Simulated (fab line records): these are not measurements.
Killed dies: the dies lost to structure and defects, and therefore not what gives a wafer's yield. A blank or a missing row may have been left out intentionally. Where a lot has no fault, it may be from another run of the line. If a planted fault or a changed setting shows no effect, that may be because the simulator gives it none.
fab line records + flow sky130
record:
- lots: 12
- wafers: 36
- last_day: 50
route steps=708 shown GATE_OXIDE@200 LDD_HVN@275 LDD_LDN@301
lots that met no fault: taken from a fault-free run of the same line
start_h: start of the lot's first displayed wafer, in hours after the record's first day + wait_h: how many hours have passed since the lot's step before this one + " identical to the entry in the row above + L1.1+2: a row that stands for several wafers + - either no value or no given start + * or withheld: withheld + < > ~ a bound
route shown NAME@n: names a module that has steps shown in the file, with the first one's number in the route + usual: mean/standard deviation of fault-free wafers + same: alike in all rows + chamber/n: place in a boat + sites: each site's reading + _std_site: the values' standard deviation + _edge_site: outer sites' mean less inner sites' + radius_mm: for every site, how far away it sits from the centre of the wafer + mask NAME#n: copy n + behind: the last tool/chamber to shape the wafer + hold: the reason the lot was held/the length of the hold in hours/how it ended + device: transistor that didn't switch, given as n, p or np + end of line: tests run on the same wafers once the route is complete + a step with no rows: only its recipe + killed: the dies lost at the first sort to structure and to defects; this is not the yield of the wafer + map: per-die view of a wafer (x killed, . not killed, _ where there is no die)
set.NAME: the setting the step ran with; set.NAME@STEP: the setting that earlier step ran with + model.NAME: the simulator's own value behind a step, which no gauge read
the route's steps for a sample of lots (tables are steps, rows are wafers)
services: when a tool's chamber went out of use (start_h, in hours from the record's first day, below 0 if earlier), for how many hours, and the reason
== steps ==
step: SKY_GATE_OXIDE_STRIP_13
recipe:
- chemistry: O2/N2
- power_w: 1400
- pressure_mtorr: 1500
- platen_temp_c: withheld
- o2_flow_sccm: 3000
- n2_flow_sccm: 300
- overash_fraction: 0.5
usual:
- drypump_motor_current_A: 6.0/0.41
- o2_flow_sccm: 2999/9
- oes_product_au: 0.716/0.0038
- strip_time_to_endpoint_s: 14.21/0.043
| lot.wafer | tool            | chamber | start_h | wait_h | drypump_motor_current_A | o2_flow_sccm | oes_product_au | rf_hours_counter_h | strip_time_to_endpoint_s |
|-----------|-----------------|---------|---------|--------|-------------------------|--------------|----------------|--------------------|--------------------------|
| L748.3    | plasma_asher-02 | 0       | 308.21  | 0.0    | 5.8                     | 2992         | 0.712          | -                  | 14.26                    |
| L748.4    | "               | 1       | "       | "      | 6.2                     | 2992         | 0.722          | -                  | 14.24                    |
| L748.5    | "               | 1       | "       | "      | 6.2                     | 3022         | 0.716          | -                  | 14.27                    |
| L749.4    | plasma_asher-02 | 1       | 309.78  | 0.0    | 6.1                     | 2979         | 0.718          | -                  | 14.27                    |
| L749.5    | "               | 1       | "       | "      | 6.2                     | 2989         | 0.716          | -                  | 14.24                    |
| L749.6    | "               | 0       | "       | "      | 5.8                     | 3021         | 0.721          | -                  | 14.22                    |
| L750.1    | plasma_asher-03 | 1       | 321.18  | 0.0    | 6.3                     | 2998         | 0.717          | 66                 | 14.16                    |
| L750.2    | "               | 0       | "       | "      | 5.6                     | 2990         | 0.719          | 66                 | 14.17                    |
| L750.4    | "               | 1       | "       | "      | 6.3                     | 3010         | 0.715          | -                  | 14.20                    |
| L752.2    | plasma_asher-02 | 0       | 343.31  | 0.0    | 5.8                     | 2994         | 0.718          | 51                 | 14.26                    |
| L752.5    | "               | 1       | "       | "      | 6.2                     | 2983         | 0.717          | -                  | 14.20                    |
| L752.6    | "               | 0       | "       | "      | 5.8                     | 2994         | 0.716          | -                  | 14.23                    |
| L753.1    | plasma_asher-03 | 0       | 352.48  | 0.0    | 5.6                     | 3001         | 0.718          | 69                 | 14.18                    |
| L753.2    | "               | 1       | "       | "      | 6.3                     | 3003         | 0.711          | 69                 | 14.22                    |
| L753.4    | "               | 1       | "       | "      | 6.4                     | 3007         | 0.710          | -                  | 14.18                    |
| L756.2    | plasma_asher-03 | 0       | 379.01  | 0.0    | 5.7                     | 2986         | 0.712          | 71                 | 14.26                    |
| L756.4    | "               | 1       | "       | "      | 6.4                     | 3005         | 0.713          | -                  | 14.26                    |
| L756.6    | "               | 1       | "       | "      | 6.3                     | 2998         | 0.718          | -                  | 14.23                    |
| L760.1    | plasma_asher-03 | 1       | 460.87  | 0.0    | 6.3                     | 3011         | 0.711          | 3                  | 14.23                    |
| L760.2    | "               | 0       | "       | "      | 5.7                     | 3008         | 0.724          | 3                  | 14.25                    |
| L760.3    | "               | 0       | "       | "      | 5.7                     | 3004         | 0.715          | -                  | 14.24                    |
| L762.2    | plasma_asher-03 | 1       | 462.79  | 0.0    | 6.3                     | 2998         | 0.718          | 3                  | 14.15                    |
| L762.3    | "               | 1       | "       | "      | 6.3                     | 3007         | 0.711          | -                  | 14.14                    |
| L762.6    | "               | 1       | "       | "      | 6.4                     | 3006         | 0.712          | -                  | 14.16                    |
| L764.1    | plasma_asher-03 | 0       | 465.24  | 0.0    | 5.7                     | 2999         | 0.715          | 4                  | 14.19                    |
| L764.3    | "               | 0       | "       | "      | 5.7                     | 2995         | 0.709          | -                  | 14.24                    |
| L764.5    | "               | 1       | "       | "      | 6.4                     | 3006         | 0.719          | -                  | 14.17                    |
| L767.2    | plasma_asher-03 | 1       | 480.03  | 0.0    | 6.3                     | 2996         | 0.718          | 6                  | 14.21                    |
| L767.4    | "               | 0       | "       | "      | 5.6                     | 2991         | 0.717          | -                  | 14.18                    |
| L767.6    | "               | 1       | "       | "      | 6.3                     | 3004         | 0.722          | -                  | 14.24                    |
| L769.1    | plasma_asher-03 | 0       | 499.48  | 0.0    | 5.7                     | 2999         | 0.712          | 8                  | 14.16                    |
| L769.5    | "               | 1       | "       | "      | 6.4                     | 2985         | 0.708          | -                  | 14.16                    |
| L769.6    | "               | 0       | "       | "      | 5.6                     | 2984         | 0.718          | -                  | 14.14                    |
| L770.4    | plasma_asher-02 | 1       | 506.21  | 0.0    | 6.2                     | 2999         | 0.715          | -                  | 14.17                    |
| L770.5    | "               | 0       | "       | "      | 5.9                     | 3016         | 0.716          | -                  | 14.20                    |
| L770.6    | "               | 1       | "       | "      | 6.2                     | 2992         | 0.710          | -                  | 14.22                    |
step: SKY_LDD_HVN_IMPLANT_08
recipe:
- species: P
- energy_kev: 60
- dose_cm2: 3e+13
- tilt_deg: 40
usual:
- beam_energy_keV: 60.007/0.019
| lot.wafer | tool         | chamber | start_h | wait_h | beam_energy_keV |
|-----------|--------------|---------|---------|--------|-----------------|
| L748.3    | implanter-04 | 0       | 460.97  | 0.1    | 60.015          |
| L748.4    | "            | 0       | "       | "      | 60.056          |
| L748.5    | "            | 0       | "       | "      | 60.046          |
| L749.4    | implanter-03 | 0       | 462.92  | 0.1    | 60.013          |
| L749.5    | "            | 0       | "       | "      | 60.037          |
| L749.6    | "            | 0       | "       | "      | 60.028          |
| L750.1    | implanter-04 | 0       | 477.39  | 0.0    | 59.979          |
| L750.2    | "            | 0       | "       | "      | 60.002          |
| L750.4    | "            | 0       | "       | "      | 59.987          |
| L752.2    | implanter-03 | 0       | 501.36  | 0.0    | 60.002          |
| L752.5    | "            | 0       | "       | "      | 60.011          |
| L752.6    | "            | 0       | "       | "      | 60.024          |
| L753.1    | implanter-01 | 0       | 512.32  | 0.0    | 60.009          |
| L753.2    | "            | 0       | "       | "      | 60.029          |
| L753.4    | "            | 0       | "       | "      | 60.044          |
| L756.2    | implanter-01 | 0       | 538.66  | 0.0    | 59.983          |
| L756.4    | "            | 0       | "       | "      | 59.995          |
| L756.6    | "            | 0       | "       | "      | 59.988          |
| L760.1    | implanter-03 | 0       | 621.34  | 0.0    | 48.358          |
| L760.2    | "            | 0       | "       | "      | 48.323          |
| L760.3    | "            | 0       | "       | "      | 48.288          |
| L762.2    | implanter-03 | 0       | 625.31  | 0.0    | 48.318          |
| L762.3    | "            | 0       | "       | "      | 48.320          |
| L762.6    | "            | 0       | "       | "      | 48.310          |
| L764.1    | implanter-04 | 0       | 625.94  | 0.0    | 60.022          |
| L764.3    | "            | 0       | "       | "      | 60.004          |
| L764.5    | "            | 0       | "       | "      | 60.032          |
| L767.2    | implanter-04 | 0       | 641.86  | 0.0    | 60.003          |
| L767.4    | "            | 0       | "       | "      | 59.981          |
| L767.6    | "            | 0       | "       | "      | 60.018          |
| L769.1    | implanter-01 | 0       | 655.72  | 0.0    | 59.995          |
| L769.5    | "            | 0       | "       | "      | 59.997          |
| L769.6    | "            | 0       | "       | "      | 59.989          |
| L770.4    | implanter-04 | 0       | 662.41  | 0.1    | 60.010          |
| L770.5    | "            | 0       | "       | "      | 60.039          |
| L770.6    | "            | 0       | "       | "      | 60.010          |
step: SKY_LDD_HVN_TW_MEAS_10
usual:
- LDD_HVN_TW: 1462/21
| lot.wafer | tool          | chamber | start_h | wait_h | LDD_HVN_TW |
|-----------|---------------|---------|---------|--------|------------|
| L748.3    | film_metro-04 | -       | 461.19  | 0.1    | 1475       |
| L748.4    | "             | -       | "       | "      | 1472       |
| L748.5    | "             | -       | "       | "      | 1472       |
| L749.4    | film_metro-01 | -       | 463.12  | 0.1    | 1460       |
| L749.5    | "             | -       | "       | "      | 1465       |
| L749.6    | "             | -       | "       | "      | 1474       |
| L750.1    | film_metro-03 | -       | 477.64  | 0.1    | 1429       |
| L750.2    | "             | -       | "       | "      | 1427       |
| L750.4    | "             | -       | "       | "      | 1425       |
| L752.2    | film_metro-03 | -       | 501.60  | 0.1    | 1422       |
| L752.5    | "             | -       | "       | "      | 1424       |
| L752.6    | "             | -       | "       | "      | 1426       |
| L753.1    | film_metro-01 | -       | 512.57  | 0.1    | 1459       |
| L753.2    | "             | -       | "       | "      | 1455       |
| L753.4    | "             | -       | "       | "      | 1460       |
| L756.2    | film_metro-03 | -       | 538.90  | 0.1    | 1427       |
| L756.4    | "             | -       | "       | "      | 1428       |
| L756.6    | "             | -       | "       | "      | 1424       |
| L760.1    | film_metro-04 | -       | 621.59  | 0.1    | 1398       |
| L760.2    | "             | -       | "       | "      | 1392       |
| L760.3    | "             | -       | "       | "      | 1399       |
| L762.2    | film_metro-04 | -       | 625.55  | 0.1    | 1400       |
| L762.3    | "             | -       | "       | "      | 1396       |
| L762.6    | "             | -       | "       | "      | 1404       |
| L764.1    | film_metro-04 | -       | 626.19  | 0.1    | 1466       |
| L764.3    | "             | -       | "       | "      | 1484       |
| L764.5    | "             | -       | "       | "      | 1485       |
| L767.2    | film_metro-01 | -       | 642.10  | 0.1    | 1464       |
| L767.4    | "             | -       | "       | "      | 1465       |
| L767.6    | "             | -       | "       | "      | 1465       |
| L769.1    | film_metro-01 | -       | 655.97  | 0.1    | 1447       |
| L769.5    | "             | -       | "       | "      | 1462       |
| L769.6    | "             | -       | "       | "      | 1454       |
| L770.4    | film_metro-04 | -       | 662.62  | 0.1    | 1477       |
| L770.5    | "             | -       | "       | "      | 1477       |
| L770.6    | "             | -       | "       | "      | 1476       |
step: SKY_LDD_LDN_STRIP_12
recipe:
- chemistry: O2/N2
- power_w: 1400
- pressure_mtorr: 1500
- platen_temp_c: withheld
- o2_flow_sccm: 3000
- n2_flow_sccm: 300
- overash_fraction: 0.5
usual:
- drypump_motor_current_A: 6.1/0.53
- o2_flow_sccm: 2999/8.4
- oes_product_au: 0.716/0.0044
- strip_time_to_endpoint_s: 14.18/0.047
| lot.wafer | tool            | chamber | start_h | wait_h | drypump_motor_current_A | o2_flow_sccm | oes_product_au | rf_hours_counter_h | strip_time_to_endpoint_s |
|-----------|-----------------|---------|---------|--------|-------------------------|--------------|----------------|--------------------|--------------------------|
| L748.3    | plasma_asher-01 | 0       | 522.06  | 0.1    | 6.3                     | 3006         | 0.711          | -                  | 14.11                    |
| L748.4    | "               | 1       | "       | "      | 6.4                     | 3017         | 0.718          | -                  | 14.07                    |
| L748.5    | "               | 1       | "       | "      | 6.4                     | 2998         | 0.713          | -                  | 14.04                    |
| L749.4    | plasma_asher-01 | 0       | 523.87  | 0.1    | 6.3                     | 2997         | 0.713          | -                  | 14.12                    |
| L749.5    | "               | 0       | "       | "      | 6.3                     | 2990         | 0.714          | -                  | 14.06                    |
| L749.6    | "               | 1       | "       | "      | 6.4                     | 3001         | 0.727          | -                  | 14.13                    |
| L750.1    | plasma_asher-03 | 1       | 538.32  | 0.1    | 6.3                     | 3001         | 0.719          | 12                 | 14.19                    |
| L750.2    | "               | 0       | "       | "      | 5.7                     | 3008         | 0.722          | 12                 | 14.16                    |
| L750.4    | "               | 0       | "       | "      | 5.7                     | 3007         | 0.717          | -                  | 14.17                    |
| L752.2    | plasma_asher-03 | 1       | 562.54  | 0.1    | 6.3                     | 2997         | 0.704          | 14                 | 14.15                    |
| L752.5    | "               | 0       | "       | "      | 5.7                     | 2989         | 0.715          | -                  | 14.15                    |
| L752.6    | "               | 1       | "       | "      | 6.4                     | 2994         | 0.721          | -                  | 14.16                    |
| L753.1    | plasma_asher-01 | 0       | 573.72  | 0.1    | 6.3                     | 2995         | 0.715          | 49                 | 14.21                    |
| L753.2    | "               | 1       | "       | "      | 6.4                     | 2989         | 0.720          | 49                 | 14.15                    |
| L753.4    | "               | 0       | "       | "      | 6.2                     | 2995         | 0.715          | -                  | 14.18                    |
| L756.2    | plasma_asher-04 | 0       | 598.42  | 0.1    | 5.2                     | 3015         | 0.715          | 86                 | 14.27                    |
| L756.4    | "               | 0       | "       | "      | 5.2                     | 3023         | 0.721          | -                  | 14.28                    |
| L756.6    | "               | 0       | "       | "      | 5.2                     | 3012         | 0.715          | -                  | 14.27                    |
| L760.1    | plasma_asher-04 | 0       | 679.17  | 0.1    | 5.2                     | 3002         | 0.707          | 94                 | 14.20                    |
| L760.2    | "               | 1       | "       | "      | 6.8                     | 3004         | 0.710          | 94                 | 14.18                    |
| L760.3    | "               | 1       | "       | "      | 6.8                     | 3003         | 0.714          | -                  | 14.21                    |
| L762.2    | plasma_asher-04 | 1       | 682.62  | 0.1    | 6.7                     | 3003         | 0.720          | 94                 | 14.21                    |
| L762.3    | "               | 1       | "       | "      | 6.7                     | 2995         | 0.709          | -                  | 14.22                    |
| L762.6    | "               | 0       | "       | "      | 5.2                     | 2998         | 0.719          | -                  | 14.18                    |
| L764.1    | plasma_asher-04 | 1       | 683.84  | 0.1    | 6.8                     | 2989         | 0.721          | 95                 | 14.15                    |
| L764.3    | "               | 0       | "       | "      | 5.2                     | 2995         | 0.716          | -                  | 14.14                    |
| L764.5    | "               | 0       | "       | "      | 5.2                     | 2988         | 0.717          | -                  | 14.18                    |
| L767.2    | plasma_asher-03 | 0       | 698.72  | 0.1    | 5.7                     | 3006         | 0.719          | 28                 | 14.22                    |
| L767.4    | "               | 0       | "       | "      | 5.6                     | 2999         | 0.715          | -                  | 14.20                    |
| L767.6    | "               | 0       | "       | "      | 5.7                     | 2996         | 0.709          | -                  | 14.15                    |
| L769.1    | plasma_asher-01 | 1       | 712.22  | 0.1    | 6.4                     | 2994         | 0.718          | 63                 | 14.18                    |
| L769.5    | "               | 1       | "       | "      | 6.4                     | 2997         | 0.712          | -                  | 14.25                    |
| L769.6    | "               | 0       | "       | "      | 6.2                     | 2999         | 0.707          | -                  | 14.21                    |
| L770.4    | plasma_asher-04 | 0       | 718.82  | 0.1    | 5.2                     | 2996         | 0.716          | -                  | 14.18                    |
| L770.5    | "               | 1       | "       | "      | 6.7                     | 3009         | 0.718          | -                  | 14.22                    |
| L770.6    | "               | 0       | "       | "      | 5.2                     | 2997         | 0.716          | -                  | 14.16                    |
step: SKY_LDD_LDN_TW_MEAS_13
usual:
- LDD_LDN_TW: 1490/27
| lot.wafer | tool          | chamber | start_h | wait_h | LDD_LDN_TW |
|-----------|---------------|---------|---------|--------|------------|
| L748.3    | film_metro-02 | -       | 522.14  | 0.1    | 1485       |
| L748.4    | "             | -       | "       | "      | 1487       |
| L748.5    | "             | -       | "       | "      | 1504       |
| L749.4    | film_metro-03 | -       | 523.97  | 0.1    | 1451       |
| L749.5    | "             | -       | "       | "      | 1456       |
| L749.6    | "             | -       | "       | "      | 1456       |
| L750.1    | film_metro-04 | -       | 538.42  | 0.1    | 1541       |
| L750.2    | "             | -       | "       | "      | 1530       |
| L750.4    | "             | -       | "       | "      | 1533       |
| L752.2    | film_metro-03 | -       | 562.65  | 0.1    | 1465       |
| L752.5    | "             | -       | "       | "      | 1463       |
| L752.6    | "             | -       | "       | "      | 1462       |
| L753.1    | film_metro-02 | -       | 573.82  | 0.1    | 1491       |
| L753.2    | "             | -       | "       | "      | 1488       |
| L753.4    | "             | -       | "       | "      | 1490       |
| L756.2    | film_metro-04 | -       | 598.53  | 0.1    | 1520       |
| L756.4    | "             | -       | "       | "      | 1513       |
| L756.6    | "             | -       | "       | "      | 1524       |
| L760.1    | film_metro-03 | -       | 679.27  | 0.1    | 1455       |
| L760.2    | "             | -       | "       | "      | 1447       |
| L760.3    | "             | -       | "       | "      | 1459       |
| L762.2    | film_metro-03 | -       | 682.73  | 0.1    | 1452       |
| L762.3    | "             | -       | "       | "      | 1452       |
| L762.6    | "             | -       | "       | "      | 1451       |
| L764.1    | film_metro-04 | -       | 683.94  | 0.1    | 1524       |
| L764.3    | "             | -       | "       | "      | 1526       |
| L764.5    | "             | -       | "       | "      | 1526       |
| L767.2    | film_metro-02 | -       | 698.83  | 0.1    | 1487       |
| L767.4    | "             | -       | "       | "      | 1493       |
| L767.6    | "             | -       | "       | "      | 1501       |
| L769.1    | film_metro-04 | -       | 712.32  | 0.1    | 1513       |
| L769.5    | "             | -       | "       | "      | 1512       |
| L769.6    | "             | -       | "       | "      | 1518       |
| L770.4    | film_metro-04 | -       | 718.92  | 0.1    | 1519       |
| L770.5    | "             | -       | "       | "      | 1521       |
| L770.6    | "             | -       | "       | "      | 1513       |
== services ==
| tool            | chamber | start_h | hours | kind   |
|-----------------|---------|---------|-------|--------|
| implanter-03    | -       | 298.86  | 13.6  | pm     |
| plasma_asher-03 | -       | 321.76  | 4.3   | pm     |
| plasma_asher-04 | -       | 331.65  | 25.1  | repair |
| plasma_asher-03 | -       | 344.81  | 0.4   | repair |
| implanter-04    | -       | 373.78  | 18.8  | pm     |
| plasma_asher-03 | -       | 379.85  | 14.3  | repair |
| plasma_asher-04 | -       | 390.94  | 4.5   | repair |
| implanter-04    | -       | 410.45  | 1.2   | repair |
| plasma_asher-03 | -       | 421.25  | 9.0   | pm     |
| implanter-03    | -       | 432.55  | 3.9   | pm     |
| plasma_asher-02 | -       | 455.86  | 28.1  | pm     |
| implanter-04    | -       | 468.76  | 1.0   | repair |
| implanter-03    | -       | 482.96  | 1.0   | repair |
| plasma_asher-03 | -       | 487.14  | 0.8   | repair |
| plasma_asher-01 | -       | 497.35  | 7.7   | repair |
| implanter-03    | -       | 511.51  | 2.8   | pm     |
| implanter-03    | -       | 514.97  | 5.4   | repair |
| plasma_asher-04 | -       | 517.48  | 14.6  | pm     |
| implanter-04    | -       | 551.00  | 4.1   | pm     |
| implanter-03    | -       | 553.64  | 2.4   | repair |
| implanter-03    | -       | 574.33  | 1.5   | repair |
| implanter-03    | -       | 594.88  | 1.8   | repair |
| plasma_asher-02 | -       | 596.10  | 1.3   | repair |
| implanter-04    | -       | 667.40  | 10.4  | repair |
== key ==
first_sign:
- step: SKY_LDD_HVN_IMPLANT_08
- reading: beam_energy_keV
- direction: down
- sigmas: 99+
- usual: *
- struck: *
effect:
- step: SKY_LDD_HVN_TW_MEAS_10
- reading: LDD_HVN_TW
- direction: down
- sigmas: 3
- usual: 1462
- struck: 1398
met_at SKY_LDD_HVN_IMPLANT_08
struck_lots L760,L762
tester_left_out L760,L762
not_acting_at SKY_GATE_OXIDE_STRIP_13,SKY_LDD_LDN_STRIP_12,SKY_LDD_LDN_TW_MEAS_13
onset_between 501.36 621.34
fault:
- kind: process_parameter_drift
- tool: implanter-03
- chamber: -
- onset_h: 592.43
- steps: SKY_LDD_HVN_IMPLANT_08
- channel: energy_kev
- offset: *
- shape: step
- end_h: 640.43
- acts_in: *
- stated: *
tester_left_out: of these lots the tester's yield and bins aren't shown, on N5 and GAA mostly nor the transistor test; their killed dies are dies lost to structure and defects alone, not to doping, threshold or leakage, so they don't give the yield
